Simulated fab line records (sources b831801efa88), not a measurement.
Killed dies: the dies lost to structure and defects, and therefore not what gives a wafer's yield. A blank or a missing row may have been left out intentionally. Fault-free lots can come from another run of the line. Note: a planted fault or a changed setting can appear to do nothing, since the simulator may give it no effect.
fab line records	flow gf180mcu
record: lots: 13	wafers: 39	lastDay: 34
route steps=602 shown HV_LDD@211 PSD@263 V1@336
lots with no fault: from the same line, run without faults
startH: hours from the record's first day to the start of the lot's first wafer shown	waitH: how many hours have passed since the lot's step before this one	" same as the row above	L1.1+2: one row covering several wafers at once	- no value present, or no start provided	* or withheld: withheld	< > ~ a bound
route shown NAME@n: names a module that has steps shown in the file, with the first one's number in the route	usual: mean/standard deviation of fault-free wafers	same: alike in all rows	chamber/n: place in a boat	sites: each site's reading	_std_site: their standard deviation	_edge_site: the outer-site mean with the inner-site mean subtracted	radiusMm: for every site, how far away it sits from the centre of the wafer	mask NAME#n: copy n	behind: tool/chamber where the wafer was last shaped	hold: what put the lot on hold/how long, in hours/how the hold closed	device: the transistor (n, p or np) that didn't switch	end of line: the tests these same wafers got at the end of their route	a step with no rows: only its recipe	killed: dies lost to structure and defects at the first sort, not the wafer's yield	map: a wafer's dies, marking killed ones x, the rest . and places with no die _
set.NAME: the run value of the setting; set.NAME@STEP: its run value at that earlier step	model.NAME: the simulator's own value behind a step, which no gauge read
a sample of lots followed through the steps of the route, with each step as a table and each wafer as a row
services: a tool's chamber out of use, with start hour (startH, from the record's first day; less than 0 if before it), hours out, and reason
== steps ==
step: GF_HV_LDD_IMPLANT_35
recipe: species: P	energyKev: 60	doseCm2: 7.5e+12	tiltDeg: 30	rotationDeg: 180
usual: doseIonsCm2: 7.504e+12/7.5e+09	faradayCurrentUA: 42.4/0.9
lot.wafer	tool	chamber	startH	waitH	doseIonsCm2	faradayCurrentUA
L444.3	implanter-03	0	251.91	0.1	7.512e+12	42.8
L444.4	"	0	"	"	7.503e+12	43.1
L444.6	"	0	"	"	7.496e+12	43.2
L446.1	implanter-03	0	264.80	0.1	7.502e+12	43.5
L446.5	"	0	"	"	7.506e+12	42.7
L446.6	"	0	"	"	7.517e+12	42.5
L447.1	implanter-03	0	274.06	0.1	7.5e+12	43.0
L447.3	"	0	"	"	7.495e+12	41.1
L447.4	"	0	"	"	7.5e+12	43.8
L448.1	implanter-04	0	285.91	0.1	7.506e+12	44.0
L448.5	"	0	"	"	7.511e+12	41.9
L448.6	"	0	"	"	7.511e+12	42.3
L449.3	implanter-04	0	296.45	0.1	7.503e+12	42.7
L449.4	"	0	"	"	7.503e+12	40.6
L449.6	"	0	"	"	7.502e+12	43.0
L454.2	implanter-03	0	332.58	0.1	7.502e+12	41.7
L454.4	"	0	"	"	7.498e+12	40.8
L454.5	"	0	"	"	7.509e+12	43.7
L455.1	implanter-03	0	341.35	0.1	7.499e+12	41.8
L455.3	"	0	"	"	7.509e+12	43.0
L455.6	"	0	"	"	7.488e+12	42.4
L456.1	implanter-03	0	346.86	0.1	7.505e+12	42.7
L456.3	"	0	"	"	7.505e+12	42.5
L456.5	"	0	"	"	7.505e+12	41.1
L458.1	implanter-03	0	362.66	0.1	7.513e+12	40.6
L458.2	"	0	"	"	7.505e+12	42.1
L458.3	"	0	"	"	7.499e+12	41.3
L463.1	implanter-03	0	401.51	0.1	9.289e+12	54.4
L463.4	"	0	"	"	9.291e+12	51.8
L463.6	"	0	"	"	9.296e+12	54.0
L464.1	implanter-02	0	409.76	0.1	7.507e+12	43.0
L464.2	"	0	"	"	7.501e+12	43.8
L464.6	"	0	"	"	7.509e+12	41.2
L465.1	implanter-03	0	417.15	0.1	9.28e+12	52.0
L465.2	"	0	"	"	9.283e+12	53.2
L465.3	"	0	"	"	9.289e+12	50.8
L466.2	implanter-03	0	422.58	0.1	9.3e+12	51.4
L466.3	"	0	"	"	9.296e+12	53.2
L466.6	"	0	"	"	9.294e+12	52.1
step: GF_HV_LDD_TW_MEAS_38
usual: HV_LDD_3_TW: 1434/9.7
lot.wafer	tool	chamber	startH	waitH	HV_LDD_3_TW
L444.3	filmMetro-01	-	252.28	0.1	1426
L444.4	"	-	"	"	1424
L444.6	"	-	"	"	1416
L446.1	filmMetro-03	-	265.20	0.1	1438
L446.5	"	-	"	"	1434
L446.6	"	-	"	"	1429
L447.1	filmMetro-03	-	274.46	0.1	1430
L447.3	"	-	"	"	1434
L447.4	"	-	"	"	1428
L448.1	filmMetro-03	-	286.31	0.1	1431
L448.5	"	-	"	"	1427
L448.6	"	-	"	"	1422
L449.3	filmMetro-04	-	296.82	0.1	1426
L449.4	"	-	"	"	1424
L449.6	"	-	"	"	1427
L454.2	filmMetro-03	-	332.96	0.1	1430
L454.4	"	-	"	"	1435
L454.5	"	-	"	"	1438
L455.1	filmMetro-04	-	341.75	0.1	1433
L455.3	"	-	"	"	1439
L455.6	"	-	"	"	1438
L456.1	filmMetro-04	-	347.26	0.1	1440
L456.3	"	-	"	"	1441
L456.5	"	-	"	"	1435
L458.1	filmMetro-03	-	363.06	0.1	1441
L458.2	"	-	"	"	1443
L458.3	"	-	"	"	1434
L463.1	filmMetro-03	-	402.00	0.2	1469
L463.4	"	-	"	"	1477
L463.6	"	-	"	"	1473
L464.1	filmMetro-04	-	410.16	0.1	1427
L464.2	"	-	"	"	1425
L464.6	"	-	"	"	1419
L465.1	filmMetro-03	-	417.55	0.1	1472
L465.2	"	-	"	"	1472
L465.3	"	-	"	"	1471
L466.2	filmMetro-03	-	423.00	0.1	1472
L466.3	"	-	"	"	1477
L466.6	"	-	"	"	1474
step: GF_HV_LDD_RS_MEAS_53
recipe: thkMeasGauge: four-point-probe
usual: HV_LDD_RS: 418.1/0.99
lot.wafer	tool	chamber	startH	waitH	HV_LDD_RS[ohm/sq]
L444.3	filmMetro-04	-	271.23	0.1	416.4
L444.4	"	-	"	"	416.8
L444.6	"	-	"	"	416.7
L446.1	filmMetro-03	-	285.74	0.1	417.5
L446.5	"	-	"	"	418.1
L446.6	"	-	"	"	417.3
L447.1	filmMetro-04	-	294.99	0.1	417.5
L447.3	"	-	"	"	417.0
L447.4	"	-	"	"	418.2
L448.1	filmMetro-03	-	306.79	0.1	418.2
L448.5	"	-	"	"	418.2
L448.6	"	-	"	"	419.1
L449.3	filmMetro-04	-	317.09	0.1	418.5
L449.4	"	-	"	"	417.4
L449.6	"	-	"	"	417.0
L454.2	filmMetro-04	-	355.36	0.1	418.7
L454.4	"	-	"	"	419.1
L454.5	"	-	"	"	418.0
L455.1	filmMetro-01	-	364.03	0.1	420.1
L455.3	"	-	"	"	418.7
L455.6	"	-	"	"	419.0
L456.1	filmMetro-04	-	370.34	0.1	419.0
L456.3	"	-	"	"	416.5
L456.5	"	-	"	"	417.4
L458.1	filmMetro-01	-	386.36	0.1	416.6
L458.2	"	-	"	"	418.3
L458.3	"	-	"	"	417.8
L463.1	filmMetro-01	-	425.84	0.1	413.6
L463.4	"	-	"	"	412.6
L463.6	"	-	"	"	414.1
L464.1	filmMetro-03	-	433.78	0.1	416.3
L464.2	"	-	"	"	417.1
L464.6	"	-	"	"	417.0
L465.1	filmMetro-04	-	440.79	0.1	413.0
L465.2	"	-	"	"	413.6
L465.3	"	-	"	"	413.6
L466.2	filmMetro-03	-	446.91	0.1	413.9
L466.3	"	-	"	"	415.2
L466.6	"	-	"	"	414.3
step: GF_PSD_RS_MEAS_15
recipe: thkMeasGauge: four-point-probe
usual: PSD_RS: 108.56/0.27
lot.wafer	tool	chamber	startH	waitH	PSD_RS[ohm/sq]
L444.3	filmMetro-04	-	315.52	0.1	108.20
L444.4	"	-	"	"	108.37
L444.6	"	-	"	"	108.29
L446.1	filmMetro-02	-	331.33	0.1	108.38
L446.5	"	-	"	"	108.15
L446.6	"	-	"	"	108.37
L447.1	filmMetro-03	-	340.13	0.1	108.18
L447.3	"	-	"	"	108.61
L447.4	"	-	"	"	108.52
L448.1	filmMetro-02	-	352.80	0.1	108.54
L448.5	"	-	"	"	108.61
L448.6	"	-	"	"	108.36
L449.3	filmMetro-04	-	364.67	0.1	107.96
L449.4	"	-	"	"	108.31
L449.6	"	-	"	"	108.32
L454.2	filmMetro-02	-	403.69	0.1	108.40
L454.4	"	-	"	"	108.37
L454.5	"	-	"	"	108.25
L455.1	filmMetro-03	-	411.88	0.1	108.66
L455.3	"	-	"	"	108.89
L455.6	"	-	"	"	108.92
L456.1	filmMetro-03	-	418.02	0.1	108.86
L456.3	"	-	"	"	108.65
L456.5	"	-	"	"	108.57
L458.1	filmMetro-04	-	436.63	0.1	108.39
L458.2	"	-	"	"	109.19
L458.3	"	-	"	"	108.39
L463.1	filmMetro-04	-	477.83	0.1	108.39
L463.4	"	-	"	"	108.64
L463.6	"	-	"	"	108.58
L464.1	filmMetro-04	-	485.27	0.1	108.84
L464.2	"	-	"	"	108.68
L464.6	"	-	"	"	108.82
L465.1	filmMetro-02	-	491.82	0.1	108.81
L465.2	"	-	"	"	108.56
L465.3	"	-	"	"	108.17
L466.2	filmMetro-04	-	498.64	0.1	108.33
L466.3	"	-	"	"	107.94
L466.6	"	-	"	"	108.57
step: GF_V1_THK_MEAS_01
recipe: reads: SiO2_of_V1_CVD_00
usual: V1_CVD_00_THK: 598/5.7
lot.wafer	tool	chamber	startH	waitH	V1_CVD_00_THK[nm]
L444.3	filmMetro-04	-	384.24	0.1	604
L444.4	"	-	"	"	602
L444.6	"	-	"	"	604
L446.1	filmMetro-02	-	401.51	0.0	591
L446.5	"	-	"	"	597
L446.6	"	-	"	"	589
L447.1	filmMetro-02	-	410.84	0.0	602
L447.3	"	-	"	"	602
L447.4	"	-	"	"	593
L448.1	filmMetro-02	-	425.22	0.0	601
L448.5	"	-	"	"	594
L448.6	"	-	"	"	607
L449.3	filmMetro-01	-	438.04	0.1	599
L449.4	"	-	"	"	600
L449.6	"	-	"	"	604
L454.2	filmMetro-02	-	479.65	0.0	589
L454.4	"	-	"	"	598
L454.5	"	-	"	"	591
L455.1	filmMetro-02	-	487.37	0.0	605
L455.3	"	-	"	"	600
L455.6	"	-	"	"	601
L456.1	filmMetro-02	-	495.18	0.0	596
L456.3	"	-	"	"	601
L456.5	"	-	"	"	598
L458.1	filmMetro-02	-	511.68	0.0	591
L458.2	"	-	"	"	589
L458.3	"	-	"	"	597
L463.1	filmMetro-04	-	551.88	0.0	600
L463.4	"	-	"	"	604
L463.6	"	-	"	"	609
L464.1	filmMetro-04	-	556.83	0.0	592
L464.2	"	-	"	"	593
L464.6	"	-	"	"	593
L465.1	filmMetro-01	-	564.84	0.0	603
L465.2	"	-	"	"	597
L465.3	"	-	"	"	600
L466.2	filmMetro-02	-	571.49	0.0	595
L466.3	"	-	"	"	592
L466.6	"	-	"	"	603
step: GF_V1_CVD_02
recipe: material: SiO2	targetThkNm: 850	precursor: TEOS	tempC: 400	timeS: 94.851	rfW: 600
usual: heaterPowerW: 622/110
lot.wafer	tool	chamber	startH	waitH	heaterPowerW
L444.3	pecvd-02	0	384.28	0.0	463
L444.4	"	0	"	"	492
L444.6	"	2	"	"	815
L446.1	pecvd-04	2	401.57	0.1	759
L446.5	"	1	"	"	638
L446.6	"	2	"	"	654
L447.1	pecvd-04	2	410.90	0.1	644
L447.3	"	1	"	"	668
L447.4	"	1	"	"	524
L448.1	pecvd-02	0	425.28	0.1	498
L448.5	"	0	"	"	398
L448.6	"	2	"	"	817
L449.3	pecvd-04	0	438.08	0.0	511
L449.4	"	1	"	"	656
L449.6	"	2	"	"	646
L454.2	pecvd-01	0	479.70	0.0	628
L454.4	"	2	"	"	605
L454.5	"	0	"	"	688
L455.1	pecvd-02	1	487.43	0.1	676
L455.3	"	0	"	"	478
L455.6	"	2	"	"	853
L456.1	pecvd-04	0	495.24	0.1	558
L456.3	"	2	"	"	664
L456.5	"	2	"	"	722
L458.1	pecvd-02	0	511.74	0.1	429
L458.2	"	2	"	"	864
L458.3	"	1	"	"	605
L463.1	pecvd-02	1	551.94	0.1	658
L463.4	"	2	"	"	679
L463.6	"	1	"	"	666
L464.1	pecvd-02	0	556.89	0.1	486
L464.2	"	1	"	"	673
L464.6	"	2	"	"	789
L465.1	pecvd-01	0	564.90	0.1	565
L465.2	"	2	"	"	658
L465.3	"	1	"	"	609
L466.2	pecvd-01	2	571.54	0.0	634
L466.3	"	0	"	"	623
L466.6	"	1	"	"	644
== services ==
tool	chamber	startH	hours	kind
implanter-02	-	243.25	17.5	pm
pecvd-02	-	254.39	1.3	repair
implanter-03	-	270.63	1.2	repair
pecvd-02	1	280.99	6.1	repair
implanter-03	-	284.03	0.6	repair
pecvd-04	-	288.48	2.8	pm
implanter-04	-	308.48	3.6	repair
pecvd-02	-	368.88	14.0	pm
pecvd-02	0	368.88	14.0	ventCycle
implanter-04	-	390.72	7.5	repair
implanter-04	-	402.68	1.2	repair
implanter-04	-	406.93	22.0	pm
implanter-03	-	422.99	2.4	repair
implanter-03	-	437.47	1.9	repair
pecvd-01	-	451.08	14.6	pm
implanter-02	-	451.35	1.3	repair
implanter-03	-	455.83	2.9	pm
pecvd-04	1	456.43	5.5	repair
pecvd-02	2	476.95	6.6	repair
implanter-03	-	502.60	2.8	repair
implanter-03	-	516.00	4.8	pm
implanter-02	-	528.65	5.2	repair
implanter-02	-	549.23	2.6	repair
pecvd-01	-	553.13	6.0	pm
== key ==
firstSign: step: GF_HV_LDD_IMPLANT_35	reading: doseIonsCm2	direction: up	sigmas: 99+	usual: 7.504e+12	struck: 9.291e+12
effect: step: GF_HV_LDD_IMPLANT_35	reading: faradayCurrentUA	direction: up	sigmas: 11	usual: 42.4	struck: 52.6
effect: step: GF_HV_LDD_TW_MEAS_38	reading: HV_LDD_3_TW	direction: up	sigmas: 4.1	usual: 1434	struck: 1473
effect: step: GF_HV_LDD_RS_MEAS_53	reading: HV_LDD_RS	direction: down	sigmas: 4.4	usual: 418.1	struck: 413.8
metAt GF_HV_LDD_IMPLANT_35
struckLots L463,L465,L466
testerLeftOut L463,L465,L466
notActingAt GF_PSD_RS_MEAS_15,GF_V1_THK_MEAS_01,GF_V1_CVD_02
onsetBetween 362.66 401.51
fault: kind: processParameterDrift	tool: implanter-03	chamber: -	onsetH: 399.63	steps: GF_HV_LDD_IMPLANT_35	channel: doseCm2	offset: 1.7903e+12	shape: step	endH: 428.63	actsIn: theseRecipesOnly	stated: 7.5e+12
testerLeftOut: of these lots the tester's yield and bins aren't shown, on N5 and GAA mostly nor the transistor test; their killed dies are dies lost to structure and defects alone, not to doping, threshold or leakage, so they don't give the yield
